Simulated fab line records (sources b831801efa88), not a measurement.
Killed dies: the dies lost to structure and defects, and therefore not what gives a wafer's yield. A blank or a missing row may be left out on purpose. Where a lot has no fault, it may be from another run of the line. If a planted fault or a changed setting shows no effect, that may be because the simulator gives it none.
Which of the tools did it? | flow gf180mcu | 7 lots with 21 wafers sampled at 3 steps, on a route of 602 steps

== WHAT THE GAUGES SHOWED, per wafer ==
GF_MVPSD_TW_MEAS_11.
lot  | measured     | on            | MVPSD_TW
L218 | day 5 14:04  | film_metro-04 | 551 551 551
L220 | day 6 01:28  | film_metro-04 | 550 549 548
L223 | day 6 17:55  | film_metro-02 | 30 30 31
L231 | day 8 17:08  | film_metro-02 | 559 558 558
L234 | day 9 18:10  | film_metro-04 | 554 554 553
L236 | day 10 00:34 | film_metro-01 | 557 560 558
L239 | day 10 19:16 | film_metro-04 | 551 552 550

== TOOL THAT RAN EACH LOT (tool first, then ch and the chambers of the sampled wafers, then the start) ==
lot  | GF_MVSD_STRIP_10                     | GF_MVPSD_STRIP_10
L218 | plasma_asher-04 ch 0,1, day 4 23:40  | plasma_asher-03 ch 0,1, day 5 13:58
L220 | plasma_asher-01 ch 1, day 5 10:34    | plasma_asher-02 ch 0,1, day 6 01:22
L223 | plasma_asher-02 ch 0,1, day 6 02:44  | plasma_asher-03 ch 0,1, day 6 17:50
L231 | plasma_asher-02 ch 0,1, day 8 00:27  | plasma_asher-01 ch 0,1, day 8 17:04
L234 | plasma_asher-02 ch 0,1, day 9 00:37  | plasma_asher-03 ch 0,1, day 9 18:04
L236 | plasma_asher-04 ch 0,1, day 9 06:19  | plasma_asher-01 ch 0,1, day 10 00:28
L239 | plasma_asher-04 ch 0,1, day 10 00:40 | plasma_asher-02 ch 0,1, day 10 19:10
- GF_MVSD_STRIP_10: strips in O2/N2.
- GF_MVPSD_STRIP_10: strips in O2/N2.

== THE ANSWER, worked out from the rows above alone ==
Rule: usual is defined by the lots themselves. Put in order of their means at a reading, lots are off if they are a third of the lots or fewer, leave a main group of 4 or more, and stand apart from it by a gap of 3 or more times the standard deviation of the main group's means; of several such gaps the widest counts. If all means in a main group match to the digits the tables above print for the reading, that group is not used. Also off: a lot with no number at a reading for which 4 or more lots have one. Where the step has rows for the other lots, those lots are counted as sound.
Off: L223, at GF_MVPSD_TW_MEAS_11 (MVPSD_TW). The main group: mean 554, standard deviation 3.6.
A tool fits if, at a process step before that reading, it ran every lot that is off, and no sound lot after the first of them. The gauges at GF_MVPSD_TW_MEAS_11 are tried like those tools. Not one of the candidates tried fits.

== WHAT HAD BEEN PUT IN BY THE SIMULATOR ==
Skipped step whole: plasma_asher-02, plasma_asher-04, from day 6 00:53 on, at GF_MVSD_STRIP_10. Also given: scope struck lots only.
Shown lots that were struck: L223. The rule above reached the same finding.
